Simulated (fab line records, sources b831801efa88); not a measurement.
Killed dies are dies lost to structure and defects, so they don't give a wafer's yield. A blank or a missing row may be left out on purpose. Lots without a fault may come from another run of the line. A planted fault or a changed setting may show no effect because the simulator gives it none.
fab line records | flow sky130
record lots=6 wafers=18 last_day=49
route steps=708 shown NWELL@63
lots that met no fault: from a run of the same line without faults
start_h: hours from the record's first day to the start of the lot's first wafer shown | wait_h: hours since the lot's step before | " the same as in the row above | L1.1+2: a row that stands for several wafers | - no value, or no start given | * or withheld: withheld | < > ~ a bound
route shown NAME@n: a module of which the file shows steps, and the number in the route of the first | usual: mean/standard deviation of fault-free wafers | same: alike in all rows | chamber/n: place in a boat | sites: the reading at each site | _std_site: their standard deviation | _edge_site: outer sites' mean less inner sites' | radius_mm: how far each site lies from the wafer's centre | mask NAME#n: copy n | behind: the tool/chamber that last shaped the wafer | hold: why the lot was held/for how many hours/how that ended | device: the transistor (n, p or np) that didn't switch | end of line: the same wafers' tests at the end of the route | a step without rows: its recipe alone | killed: dies lost to structure and defects at the first sort, not the wafer's yield | map: a wafer's dies, x killed, . not, _ none there
set.NAME: the setting as run; set.NAME@STEP: as run at that earlier step | model.NAME: the simulator's own value behind a step, which no gauge read
lots at some steps of the route; a table a step, a row a wafer
services: from which hour (start_h, from the record's first day; less than 0 if before it) a tool's chamber was out of use, for how many hours, and why
## steps
# step SKY_NWELL_OVL_MEAS_10
# usual NWELL_00_OVL=1.1/1.7
# columns lot.wafer tool chamber start_h wait_h NWELL_00_OVL[nm]
L117.1 overlay-01 - 101.22 - 1.4
L117.5 " - " " 1.1
L117.6 " - " " 0.1
L119.2 overlay-01 - 111.48 - 2.0
L119.4 " - " " -0.3
L119.5 " - " " -0.7
L122.1 overlay-02 - 134.08 - 3.5
L122.2 " - " " 2.9
L122.3 " - " " 3.3
L126.1 overlay-02 - 154.37 - 4.7
L126.5 " - " " 2.9
L126.6 " - " " 2.6
L132.2 overlay-01 - 187.83 - -2.9
L132.4 " - " " -2.2
L132.5 " - " " -2.1
L133.1 overlay-01 - 196.27 - 0.8
L133.2 " - " " -0.4
L133.4 " - " " 0.8
# step SKY_NWELL_IMPLANT_11
# recipe species=P energy_kev=400 dose_cm2=1.9e+13 tilt_deg=withheld
# step SKY_NWELL_IMPLANT_12
# recipe species=P energy_kev=120 dose_cm2=1.3e+12 tilt_deg=withheld
# step SKY_NWELL_IMPLANT_13
# recipe species=P energy_kev=50 dose_cm2=7e+11 tilt_deg=withheld
# step SKY_NWELL_STRIP_14
# recipe chemistry=O2/N2 power_w=1400 pressure_mtorr=1500 platen_temp_c=withheld o2_flow_sccm=3000 n2_flow_sccm=300 overash_fraction=0.5
# usual drypump_motor_current_A=6.29/0.23 oes_product_au=0.723/0.0044 strip_time_to_endpoint_s=36.94/0.12
# columns lot.wafer tool chamber start_h wait_h drypump_motor_current_A oes_product_au rf_hours_counter_h strip_time_to_endpoint_s
L117.1 plasma_asher-02 0 101.71 0.1 6.69 0.721 42 36.98
L117.5 " 1 " " 6.09 0.724 - 36.95
L117.6 " 0 " " 6.70 0.725 - 37.05
L119.2 plasma_asher-02 1 111.96 0.1 6.10 0.720 43 36.85
L119.4 " 1 " " 6.08 0.728 - 36.88
L119.5 " 1 " " 6.06 0.725 - 36.93
L122.1 plasma_asher-02 0 134.56 0.1 6.69 0.724 45 36.90
L122.2 " 1 " " 6.07 0.716 45 36.87
L122.3 " 1 " " 6.06 0.727 - 36.90
L126.1 plasma_asher-03 0 154.86 0.1 6.18 0.723 35 36.82
L126.5 " 0 " " 6.22 0.724 - 36.88
L126.6 " 1 " " 6.28 0.732 - 36.84
L132.2 plasma_asher-02 0 188.31 0.1 6.71 0.722 51 36.92
L132.4 " 1 " " 6.04 0.722 - 36.98
L132.5 " 1 " " 6.07 0.727 - 36.78
L133.1 plasma_asher-02 1 196.76 0.1 6.08 0.727 52 36.85
L133.2 " 0 " " 6.70 0.721 52 36.74
L133.4 " 0 " " 6.69 0.723 - 36.78
# step SKY_NWELL_TW_MEAS_15
# usual NWELL_TW=1831/14
# columns lot.wafer tool chamber start_h wait_h NWELL_TW
L117.1 film_metro-03 - 101.81 0.1 1817
L117.5 " - " " 1827
L117.6 " - " " 1822
L119.2 film_metro-03 - 112.07 0.1 1815
L119.4 " - " " 1813
L119.5 " - " " 1811
L122.1 film_metro-02 - 134.66 0.1 1856
L122.2 " - " " 1862
L122.3 " - " " 1864
L126.1 film_metro-02 - 154.96 0.1 1862
L126.5 " - " " 1849
L126.6 " - " " 1844
L132.2 film_metro-03 - 188.42 0.1 1832
L132.4 " - " " 1833
L132.5 " - " " 1821
L133.1 film_metro-03 - 196.86 0.1 1818
L133.2 " - " " 1819
L133.4 " - " " 1822
# step SKY_NWELL_DEHYDRATE_16
# recipe temp_c=200 time_s=60
# step SKY_NWELL_HMDS_17
# recipe prime_time_s=62.83 prime_temp_c=120
# step SKY_NWELL_COAT_18
# recipe spin_rpm=2000 resist_thk_nm=3000
# step SKY_NWELL_SOFTBAKE_19
# recipe temp_c=110 time_s=withheld
# step SKY_NWELL_EXPOSE_20
# recipe mask_id=NWM_COMPLEMENT na=0.6 source_shape=conventional sigma_outer=0.6 polarization=unpolarized target_cd_nm=840 dose_mj=260
# step SKY_NWELL_PEB_21
# recipe temp_c=115 time_s=withheld
# step SKY_NWELL_DEVELOP_22
# recipe wall_angle_deg=90 developer=TMAH develop_time_s=60 dev_temp_c=23
# usual exhaust_pa=44.9/0.87 resist_line_temp_C=23.00/0.1
# columns lot.wafer tool chamber start_h wait_h exhaust_pa resist_line_temp_C
L117.1 litho_track-01 0 119 - 44.2 22.82
L117.5 " 0 " " 44.5 22.95
L117.6 " 0 " " 45.5 22.99
L119.2 litho_track-02 0 130 - 44.9 23.09
L119.4 " 0 " " 46.1 22.93
L119.5 " 0 " " 46.0 23.07
L122.1 litho_track-02 0 153 - 45.6 22.72
L122.2 " 0 " " 45.4 23.02
L122.3 " 0 " " 47.0 22.91
L126.1 litho_track-03 0 174 - 44.8 22.88
L126.5 " 0 " " 44.7 22.92
L126.6 " 0 " " 45.8 22.86
L132.2 litho_track-01 0 209 - 45.8 22.91
L132.4 " 0 " " 45.1 22.93
L132.5 " 0 " " 44.6 22.79
L133.1 litho_track-02 0 218 - 44.1 23.14
L133.2 " 0 " " 45.6 23.09
L133.4 " 0 219 - 45.8 23.19
# step SKY_NWELL_OVL_MEAS_23
# usual NWELL_01_OVL=0.4/1.5
# columns lot.wafer tool chamber start_h wait_h NWELL_01_OVL[nm]
L117.1 overlay-02 - 120.02 - 1.1
L117.5 " - " " 1.4
L117.6 " - " " 2.7
L119.2 overlay-01 - 130.58 - -
L119.4 " - " " -
L119.5 " - " " -1.0
L122.1 overlay-01 - 154.02 - 0.8
L122.2 " - " " -
L122.3 " - " " -0.5
L126.1 overlay-02 - 174.63 - -0.2
L126.5 " - " " -1.0
L126.6 " - " " 1.2
L132.2 overlay-01 - 209.93 - 0.9
L132.4 " - " " 0.9
L132.5 " - " " 1.9
L133.1 overlay-01 - 219.12 - -0.6
L133.2 " - " " -1.8
L133.4 " - " " -3.0
# step SKY_NWELL_IMPLANT_24
# recipe species=B energy_kev=140 dose_cm2=9.022e+12 tilt_deg=withheld
# step SKY_NWELL_STRIP_25
# recipe chemistry=O2/N2 power_w=1400 pressure_mtorr=1500 platen_temp_c=withheld o2_flow_sccm=3000 n2_flow_sccm=300 overash_fraction=0.5
# usual drypump_motor_current_A=6.28/0.23 oes_product_au=0.722/0.0052 strip_time_to_endpoint_s=36.96/0.1
# columns lot.wafer tool chamber start_h wait_h drypump_motor_current_A oes_product_au rf_hours_counter_h strip_time_to_endpoint_s
L117.1 plasma_asher-02 1 120.21 0.1 6.10 0.713 44 37.03
L117.5 " 1 " " 6.08 0.729 - 36.98
L117.6 " 0 " " 6.71 0.724 - 36.99
L119.2 plasma_asher-02 1 130.76 0.1 6.09 0.720 45 37.10
L119.4 " 1 " " 6.07 0.726 - 37.05
L119.5 " 1 " " 6.10 0.722 - 37.05
L122.1 plasma_asher-01 1 154.21 0.1 6.35 0.725 3 37.02
L122.2 " 0 " " 6.01 0.722 3 37.02
L122.3 " 1 " " 6.35 0.725 - 36.99
L126.1 plasma_asher-03 0 174.81 0.1 6.18 0.718 37 37.00
L126.5 " 0 " " 6.13 0.722 - 36.95
L126.6 " 1 " " 6.30 0.728 - 37.02
L132.2 plasma_asher-01 0 210.11 0.1 6.04 0.723 9 37.01
L132.4 " 1 " " 6.38 0.723 - 37.05
L132.5 " 1 " " 6.37 0.717 - 37.08
L133.1 plasma_asher-03 0 219.31 0.1 6.16 0.725 43 36.98
L133.2 " 1 " " 6.27 0.730 43 36.98
L133.4 " 1 " " 6.30 0.722 - 36.81
# step SKY_NWELL_TW_MEAS_26
# usual NWELL_2_TW=498/4.5
# columns lot.wafer tool chamber start_h wait_h NWELL_2_TW
L117.1 film_metro-02 - 120.31 0.1 503
L117.5 " - " " 504
L117.6 " - " " 503
L119.2 film_metro-04 - 130.87 0.1 30
L119.4 " - " " 30
L119.5 " - " " 499
L122.1 film_metro-03 - 154.31 0.1 493
L122.2 " - " " 30
L122.3 " - " " 492
L126.1 film_metro-04 - 174.91 0.1 496
L126.5 " - " " 496
L126.6 " - " " 497
L132.2 film_metro-02 - 210.22 0.1 500
L132.4 " - " " 500
L132.5 " - " " 506
L133.1 film_metro-02 - 219.41 0.1 503
L133.2 " - " " 502
L133.4 " - " " 503
# step SKY_NWELL_CLEAN_27
# recipe chemistry=SC1/SC2 mix=1:4:20 temp_c=70 time_s=150 dry=n2_spin
## services
# columns tool chamber start_h hours kind
plasma_asher-02 - 79.30 6.7 repair
plasma_asher-03 - 105.21 3.5 repair
plasma_asher-01 - 108.78 9.0 pm
plasma_asher-01 0 108.78 11.6 vent_cycle
plasma_asher-01 1 108.78 11.6 vent_cycle
plasma_asher-01 - 114.84 5.5 repair
plasma_asher-01 0 117.78 - clean
plasma_asher-01 1 117.78 - clean
plasma_asher-03 - 134.10 2.8 pm
plasma_asher-03 - 168.86 1.6 repair
plasma_asher-01 - 183.32 2.7 repair
plasma_asher-02 - 204.16 15.6 pm
## key
first_sign step=SKY_NWELL_OVL_MEAS_23 reading=NWELL_01_OVL direction=missing
effect step=SKY_NWELL_TW_MEAS_26 reading=NWELL_2_TW direction=down sigmas=99+ usual=498 struck=30
met_at SKY_NWELL_DEVELOP_22
struck_wafers L119.2,L119.4,L122.2
sort_left_out L119.2,L119.4,L122.2
tester_left_out L119,L122
fault kind=process_parameter_drift tool=litho_track-02 chamber=- onset_h=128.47 steps=SKY_NWELL_DEVELOP_22 channel=develop_time_s offset=* shape=step end_h=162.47 scope=struck_wafers_only acts_in=* stated=*
# tester_left_out: of these lots the tester's yield and bins aren't shown, on N5 and GAA mostly nor the transistor test; their killed dies are dies lost to structure and defects alone, not to doping, threshold or leakage, so they don't give the yield
# sort_left_out: the simulated sort isn't trusted on such a fault, so these wafers' sort isn't shown, and their yield isn't known
